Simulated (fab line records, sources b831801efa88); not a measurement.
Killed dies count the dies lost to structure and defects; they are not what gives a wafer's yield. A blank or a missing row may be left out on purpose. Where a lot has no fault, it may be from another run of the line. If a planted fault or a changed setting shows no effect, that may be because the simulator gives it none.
fab line records ; flow gf180mcu
[record] lots = 15; wafers = 45; lastDay = 34
route steps=602 shown POLY_GATE@167 HV_LDD@182 M1@329
lots that met no fault: taken from a fault-free run of the same line
startH: hours from the record's opening day to when the first of the lot's shown wafers began ; waitH: hours since the lot's step before ; " unchanged from the row above ; L1.1+2: one row covering several wafers at once ; - value missing, or start not given ; * or withheld: withheld ; < > ~ a bound
route shown NAME@n: NAME is a module with steps in the file, n the number in the route of the first one ; usual: mean/standard deviation taken from wafers without a fault ; same: alike in all rows ; chamber/n: place in a boat ; sites: per-site readings ; _std_site: the values' standard deviation ; _edge_site: outer sites' mean less inner sites' ; radiusMm: how far each site lies from the wafer's centre ; mask NAME#n: copy n ; behind: the last tool/chamber to shape the wafer ; hold: cause of the lot's hold/its duration in hours/its outcome ; device: transistor that didn't switch, given as n, p or np ; end of line: tests of these same wafers at the route's end ; a step given without rows: its recipe and nothing more ; killed: the dies lost at the first sort to structure and to defects; this is not the yield of the wafer ; map: shows each die of a wafer: x if killed, . if not, _ if none is there
set.NAME: the setting as run; set.NAME@STEP: as run at that earlier step ; model.NAME: the simulator's own value behind a step, which no gauge read
steps of the route over a sample of lots; a table a step, a row a wafer
[[steps]]
[step GF_POLY_GATE_CD_MEAS_10]
[recipe] targetCdNm = 280
[usual] cdNm = 280.0/1.3
lot.wafer;tool;chamber;startH;waitH;cdNm
L327.2;cdSem-01;-;191.91;0.1;281.0
L327.3;cdSem-01;-;191.91;0.1;279.5
L327.6;cdSem-01;-;191.91;0.1;280.5
L328.1;cdSem-01;-;208.89;0.1;280.1
L328.2;cdSem-01;-;208.89;0.1;279.1
L328.4;cdSem-01;-;208.89;0.1;279.0
L329.2;cdSem-01;-;212.51;0.1;280.4
L329.5;cdSem-01;-;212.51;0.1;280.0
L329.6;cdSem-01;-;212.51;0.1;280.1
L330.3;cdSem-02;-;214.23;0.1;278.7
L330.4;cdSem-02;-;214.23;0.1;281.0
L330.5;cdSem-02;-;214.23;0.1;281.1
L336.1;cdSem-02;-;264.06;0.1;278.4
L336.2;cdSem-02;-;264.06;0.1;280.4
L336.4;cdSem-02;-;264.06;0.1;278.4
L337.1;cdSem-02;-;268.34;0.1;280.2
L337.3;cdSem-02;-;268.34;0.1;280.7
L337.5;cdSem-02;-;268.34;0.1;280.8
L338.3;cdSem-01;-;275.83;0.1;279.8
L338.4;cdSem-01;-;275.83;0.1;280.0
L338.6;cdSem-01;-;275.83;0.1;279.7
L339.1;cdSem-01;-;282.74;0.1;281.7
L339.3;cdSem-01;-;282.74;0.1;280.1
L339.6;cdSem-01;-;282.74;0.1;280.7
L340.1;cdSem-01;-;289.21;0.1;281.5
L340.2;cdSem-01;-;289.21;0.1;283.0
L340.5;cdSem-01;-;289.21;0.1;282.4
L341.1;cdSem-02;-;296.36;0.1;280.0
L341.2;cdSem-02;-;296.36;0.1;279.5
L341.3;cdSem-02;-;296.36;0.1;279.6
L342.3;cdSem-01;-;301.83;0.1;278.3
L342.4;cdSem-01;-;301.83;0.1;277.6
L342.5;cdSem-01;-;301.83;0.1;278.6
L345.3;cdSem-01;-;326.98;0.1;281.3
L345.4;cdSem-01;-;326.98;0.1;281.3
L345.5;cdSem-01;-;326.98;0.1;281.7
L346.3;cdSem-01;-;330.15;0.1;278.6
L346.4;cdSem-01;-;330.15;0.1;279.5
L346.5;cdSem-01;-;330.15;0.1;279.0
L348.2;cdSem-02;-;346.31;0.1;278.3
L348.3;cdSem-02;-;346.31;0.1;277.6
L348.5;cdSem-02;-;346.31;0.1;278.4
L349.3;cdSem-01;-;353.88;0.1;279.2
L349.4;cdSem-01;-;353.88;0.1;278.7
L349.5;cdSem-01;-;353.88;0.1;279.8
[step GF_HV_LDD_DEVELOP_06]
[recipe] developTimeS = 60; devTempC = 23
[usual] chillPlateTempC = 22.99/0.12; developTimeS = 60/0
lot.wafer;tool;chamber;startH;waitH;chillPlateTempC;developTimeS
L327.2;lithoTrack-01;0;210.54;0.1;23.02;60
L327.3;lithoTrack-01;0;210.54;0.1;22.96;60
L327.6;lithoTrack-01;0;210.54;0.1;23.04;60
L328.1;lithoTrack-03;0;228.74;0.1;23.12;60
L328.2;lithoTrack-03;0;228.74;0.1;23.04;60
L328.4;lithoTrack-03;0;228.74;0.1;23.06;60
L329.2;lithoTrack-01;0;232.54;0.1;22.96;60
L329.5;lithoTrack-01;0;232.54;0.1;23.05;60
L329.6;lithoTrack-01;0;232.54;0.1;22.98;60
L330.3;lithoTrack-04;0;234.16;0.1;22.91;60
L330.4;lithoTrack-04;0;234.16;0.1;22.97;60
L330.5;lithoTrack-04;0;234.16;0.1;22.92;60
L336.1;lithoTrack-03;-;285.69;0.1;-;-
L336.2;lithoTrack-03;-;285.69;0.1;-;-
L336.4;lithoTrack-03;-;285.69;0.1;-;-
L337.1;lithoTrack-03;-;289.84;0.1;-;-
L337.3;lithoTrack-03;-;289.84;0.1;-;-
L337.5;lithoTrack-03;-;289.84;0.1;-;-
L338.3;lithoTrack-03;-;298.64;0.1;-;-
L338.4;lithoTrack-03;-;298.64;0.1;-;-
L338.6;lithoTrack-03;-;298.64;0.1;-;-
L339.1;lithoTrack-03;0;304.64;0.1;23.28;60
L339.3;lithoTrack-03;0;304.64;0.1;23.12;60
L339.6;lithoTrack-03;0;304.64;0.1;22.92;60
L340.1;lithoTrack-04;0;312.16;0.1;23.07;60
L340.2;lithoTrack-04;0;312.16;0.1;23.12;60
L340.5;lithoTrack-04;0;312.16;0.1;22.98;60
L341.1;lithoTrack-01;0;318.31;0.1;23.13;60
L341.2;lithoTrack-01;0;318.31;0.1;23.06;60
L341.3;lithoTrack-01;0;318.31;0.1;23.24;60
L342.3;lithoTrack-04;0;323.66;0.1;22.99;60
L342.4;lithoTrack-04;0;323.66;0.1;23.02;60
L342.5;lithoTrack-04;0;323.66;0.1;22.91;60
L345.3;lithoTrack-03;0;351.29;0.1;23.26;60
L345.4;lithoTrack-03;0;351.29;0.1;23.24;60
L345.5;lithoTrack-03;0;351.29;0.1;23.23;60
L346.3;lithoTrack-03;0;354.74;0.1;22.89;60
L346.4;lithoTrack-03;0;354.74;0.1;23.07;60
L346.5;lithoTrack-03;0;354.74;0.1;22.88;60
L348.2;lithoTrack-03;0;369.76;0.1;23.05;60
L348.3;lithoTrack-03;0;369.76;0.1;22.87;60
L348.5;lithoTrack-03;0;369.76;0.1;22.79;60
L349.3;lithoTrack-03;0;378.29;0.1;23.00;60
L349.4;lithoTrack-03;0;378.29;0.1;23.17;60
L349.5;lithoTrack-03;0;378.29;0.1;23.21;60
[step GF_M1_CD_MEAS_14]
[recipe] targetCdNm = 230
[usual] cdNm = 230.4/1.4
lot.wafer;tool;chamber;startH;waitH;cdNm
L327.2;cdSem-02;-;382.21;0.1;231.8
L327.3;cdSem-02;-;382.21;0.1;231.9
L327.6;cdSem-02;-;382.21;0.1;232.0
L328.1;cdSem-01;-;403.06;0.1;229.5
L328.2;cdSem-01;-;403.06;0.1;229.4
L328.4;cdSem-01;-;403.06;0.1;229.2
L329.2;cdSem-02;-;406.10;0.1;228.5
L329.5;cdSem-02;-;406.10;0.1;228.5
L329.6;cdSem-02;-;406.10;0.1;228.7
L330.3;cdSem-02;-;408.73;0.1;229.5
L330.4;cdSem-02;-;408.73;0.1;229.3
L330.5;cdSem-02;-;408.73;0.1;229.7
L339.1;cdSem-02;-;497.63;0.1;230.2
L339.3;cdSem-02;-;497.63;0.1;231.1
L339.6;cdSem-02;-;497.63;0.1;230.8
L340.1;cdSem-01;-;505.13;0.1;229.9
L340.2;cdSem-01;-;505.13;0.1;231.3
L340.5;cdSem-01;-;505.13;0.1;230.4
L341.1;cdSem-01;-;512.48;0.1;230.7
L341.2;cdSem-01;-;512.48;0.1;231.2
L341.3;cdSem-01;-;512.48;0.1;231.8
L342.3;cdSem-01;-;517.79;0.1;231.5
L342.4;cdSem-01;-;517.79;0.1;232.3
L342.5;cdSem-01;-;517.79;0.1;233.5
L345.3;cdSem-01;-;546.87;0.1;231.9
L345.4;cdSem-01;-;546.87;0.1;232.4
L345.5;cdSem-01;-;546.87;0.1;231.5
L346.3;cdSem-02;-;551.29;0.1;230.8
L346.4;cdSem-02;-;551.29;0.1;231.1
L346.5;cdSem-02;-;551.29;0.1;232.2
L348.2;cdSem-02;-;565.25;0.1;228.5
L348.3;cdSem-02;-;565.25;0.1;229.7
L348.5;cdSem-02;-;565.25;0.1;228.5
L349.3;cdSem-01;-;572.52;0.1;229.6
L349.4;cdSem-01;-;572.52;0.1;231.2
L349.5;cdSem-01;-;572.52;0.1;230.0
[[key]]
[firstSign] step = GF_HV_LDD_DEVELOP_06; reading = toolRecord; direction = missing
effect none on later readings
metAt GF_HV_LDD_DEVELOP_06
struckLots L336,L337,L338
laterRowsLeftOut L336.1,L336.2,L336.4,L337.1,L337.3,L337.5,L338.3,L338.4,L338.6
sortLeftOut L336.1,L336.2,L336.4,L337.1,L337.3,L337.5,L338.3,L338.4,L338.6
testerLeftOut L336,L337,L338
notActingAt GF_POLY_GATE_CD_MEAS_10,GF_M1_CD_MEAS_14
onsetBetween 228.74 285.69
[fault] kind = skippedStepWhole; tool = lithoTrack-03; chamber = -; onsetH = 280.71; steps = GF_HV_LDD_DEVELOP_06; scope = struckLotsOnly
// testerLeftOut: of these lots the tester's yield and bins aren't shown, on N5 and GAA mostly nor the transistor test; their killed dies are dies lost to structure and defects alone, not to doping, threshold or leakage, so they don't give the yield
// sortLeftOut: the simulated sort isn't trusted on such a fault, so these wafers' sort isn't shown, and their yield isn't known
// laterRowsLeftOut: the simulator's readings of these wafers behind a module that went badly wrong aren't trusted and aren't shown, but for the sort
